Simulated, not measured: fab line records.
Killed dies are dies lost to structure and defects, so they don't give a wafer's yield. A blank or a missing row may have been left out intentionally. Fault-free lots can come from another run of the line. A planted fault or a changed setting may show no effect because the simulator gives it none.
What tool caused it?	flow gf180mcu	11 lots with 33 wafers sampled at 5 steps, on a route of 602 steps

WHAT THE GAUGES SHOWED, per wafer
GF_V1_THK_MEAS_03. Usual: for V1_CVD_02_THK the level is 850 nm and the standard deviation is 11.
lot	measured	on	V1_CVD_02_THK (nm)	flag
L232	day 17 02:20	film metro-02	838 856 864	
L233	day 17 13:05	film metro-03	862 855 843	
L234	day 18 09:59	film metro-03	852 834 862	
L235	day 18 12:35	film metro-02	850 852 846	
L236	day 18 20:46	film metro-02	844 855 847	
L237	day 19 07:50	film metro-01	855 861 861	
L245	day 22 03:51	film metro-02	556 838 841	OFF
L248	day 22 22:53	film metro-03	855 846 843	
L252	day 24 16:02	film metro-01	856 864 860	
L253	day 24 19:03	film metro-03	855 859 864	
L254	day 25 08:49	film metro-02	848 848 865	

TOOL THAT RAN EACH LOT (tool first, then ch and the chambers of the sampled wafers, then the start)
lot	GF_CONTACT_SPUTTER_22	GF_M1_SPUTTER_00	GF_M1_METAL_ETCH_16	GF_V1_CVD_02
L232	pvd sputter-03, day 16 01:49	pvd sputter-04, day 16 02:30	rie metal-03 ch 0,1, day 17 01:29	pecvd-04 ch 0,1,2, day 17 02:16
L233	pvd sputter-01, day 16 12:08	pvd sputter-04, day 16 12:49	rie metal-04 ch 0,1, day 17 12:13	pecvd-03 ch 0,1, day 17 13:00
L234	pvd sputter-03, day 17 07:55	pvd sputter-02, day 17 08:35	rie metal-01 ch 0, day 18 09:01	pecvd-04 ch 0,2, day 18 09:55
L235	pvd sputter-03, day 17 10:30	pvd sputter-04, day 17 11:09	rie metal-03 ch 0,1, day 18 11:42	pecvd-03 ch 0,1,2, day 18 12:31
L236	pvd sputter-02, day 17 19:05	pvd sputter-01, day 17 19:46	rie metal-01 ch 0, day 18 19:48	pecvd-03 ch 0,1, day 18 20:41
L237	pvd sputter-03, day 18 05:23	pvd sputter-01, day 18 06:11	rie metal-01 ch 0,1, day 19 06:58	pecvd-04 ch 0,1, day 19 07:46
L245	pvd sputter-01, day 21 02:14	pvd sputter-02, day 21 02:56	rie metal-03 ch 0,1, day 22 02:58	pecvd-03 ch 0,1, day 22 03:45
L248	pvd sputter-02, day 21 21:26	pvd sputter-02, day 21 22:07	rie metal-01 ch 0,1, day 22 22:02	pecvd-04 ch 0,1,2, day 22 22:49
L252	pvd sputter-01, day 23 15:32	pvd sputter-04, day 23 16:13	rie metal-04 ch 1, day 24 15:11	pecvd-02 ch 0,2, day 24 15:58
L253	pvd sputter-02, day 23 19:05	pvd sputter-01, day 23 19:46	rie metal-03 ch 0, day 24 18:07	pecvd-02 ch 1,2, day 24 18:58
L254	pvd sputter-01, day 24 08:52	pvd sputter-01, day 24 09:33	rie metal-01 ch 0,1, day 25 07:55	pecvd-02 ch 0,1, day 25 08:44
- GF_CONTACT_SPUTTER_22: material Ti, target thk 15 nm, time 80.02 s.
- GF_M1_SPUTTER_00: material Ti, target thk 37.5 nm, time 150 s.
- GF_M1_METAL_ETCH_16: etches the open film in Cl2/BCl3, stops on SiO2, target depth 627.5 nm, time 104.6 s.
- GF_V1_CVD_02: deposits SiO2 from TEOS, target thk 850 nm, time 94.851 s.

AS READ BY THE TOOLS THEMSELVES (means over the sampled wafers that have a number; for cases with no such wafer, the mark the record gives instead)
GF_CONTACT_SPUTTER_22. Usual: chamber pressure pa 5.000 Pa, standard deviation 0.011; throttle valve pct 31.0 %, standard deviation 1.
lot	tool	chamber pressure pa (Pa)	throttle valve pct (%)	flag
L232	pvd sputter-03	4.994	30.4	
L233	pvd sputter-01	5.007	31.1	
L234	pvd sputter-03	5.002	29.4	
L235	pvd sputter-03	4.998	29.4	
L236	pvd sputter-02	5.003	31.6	
L237	pvd sputter-03	4.990	29.6	
L245	pvd sputter-01	4.987	30.9	
L248	pvd sputter-02	4.995	31.8	
L252	pvd sputter-01	5.003	30.6	
L253	pvd sputter-02	4.987	31.7	
L254	pvd sputter-01	5.000	31.0	

GF_M1_SPUTTER_00. Usual: chamber pressure pa 2.000 Pa, standard deviation 0.004; throttle valve pct 31.0 %, standard deviation 0.67.
lot	tool	chamber pressure pa (Pa)	throttle valve pct (%)	flag
L232	pvd sputter-04	1.999	30.6	
L233	pvd sputter-04	1.999	30.3	
L234	pvd sputter-02	2.000	31.8	
L235	pvd sputter-04	2.006	30.7	
L236	pvd sputter-01	1.997	30.8	
L237	pvd sputter-01	2.000	30.7	
L245	pvd sputter-02	2.004	31.8	
L248	pvd sputter-02	1.998	31.9	
L252	pvd sputter-04	2.002	30.3	
L253	pvd sputter-01	1.999	30.4	
L254	pvd sputter-01	1.998	30.7	

GF_M1_METAL_ETCH_16. Usual: drypump motor current A 5.8 A, standard deviation 0.65; oes product au 0.971 a.u., standard deviation 0.0068; throttle valve pct 28.252 %, standard deviation 0.011.
lot	tool	drypump motor current A (A)	oes product au (a.u.)	throttle valve pct (%)	flag
L232	rie metal-03	6.4	0.973	28.256	
L233	rie metal-04	5.3	0.980	28.246	
L234	rie metal-01	6.1	0.971	28.260	
L235	rie metal-03	6.4	0.972	28.256	
L236	rie metal-01	6.1	0.967	28.247	
L237	rie metal-01	5.4	0.961	28.257	
L245	rie metal-03	6.1	0.972	28.245	
L248	rie metal-01	5.5	0.969	28.250	
L252	rie metal-04	5.0	0.971	28.247	
L253	rie metal-03	6.9	0.961	28.254	
L254	rie metal-01	5.4	0.965	28.257	

GF_V1_CVD_02. Usual: heater power outer w 327 W, standard deviation 52; heater power w 586 W, standard deviation 80; run length s 122.8 s, standard deviation 0.51.
lot	tool	heater power outer w (W)	heater power w (W)	run length s (s)	flag
L232	pecvd-04	342	612	123.2	
L233	pecvd-03	316	565	122.8	
L234	pecvd-04	347	651	123.6	
L235	pecvd-03	337	598	122.6	
L236	pecvd-03	342	606	122.4	
L237	pecvd-04	296	536	123.1	
L245	pecvd-03	335	587	112.4	OFF
L248	pecvd-04	314	588	123.2	
L252	pecvd-02	327	559	122.6	
L253	pecvd-02	315	561	122.9	
L254	pecvd-02	319	547	123.0	

THE ANSWER, worked out from the rows above alone
Rule: lot off if the mean of its wafers having a number is beyond 3 standard deviations from the usual mean. Also off: a lot with no number at a reading for which 4 or more lots have one. Any other lot the step has rows for is counted as sound. After the gauges, taken in route order, come the tools' own readings; for these a lot's mean is taken, as printed above. The first step at which some lot is off is used, and at that step the reading that is off furthest; a lot without a number counts as furthest.
Off: L245, at GF_V1_THK_MEAS_03 (V1_CVD_02_THK).
A tool fits if, at a process step before that reading, it ran every lot that is off, and no sound lot after the first of them. Not tried: the gauges at GF_V1_THK_MEAS_03; whatever is off there is also off at GF_V1_CVD_02, on other tools, and gauge error can't account for it. One candidate fits, namely pecvd-03 at GF_V1_CVD_02. Its last sound lot is L236 (day 18 20:41), its first lot that is off L245 (day 22 03:45): a fault that began between those two fits.
The tool's own readings at GF_V1_CVD_02 bear it out: on the lots that are off they differ by more than 5 times the standard deviation of the sound lots' means. run length s reads 112.4 s there against 122.9 s on the sound lots.

WHAT THE SIMULATOR HAD PUT IN
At GF_V1_CVD_02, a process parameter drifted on pecvd-03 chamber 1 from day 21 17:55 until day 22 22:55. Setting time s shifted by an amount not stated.
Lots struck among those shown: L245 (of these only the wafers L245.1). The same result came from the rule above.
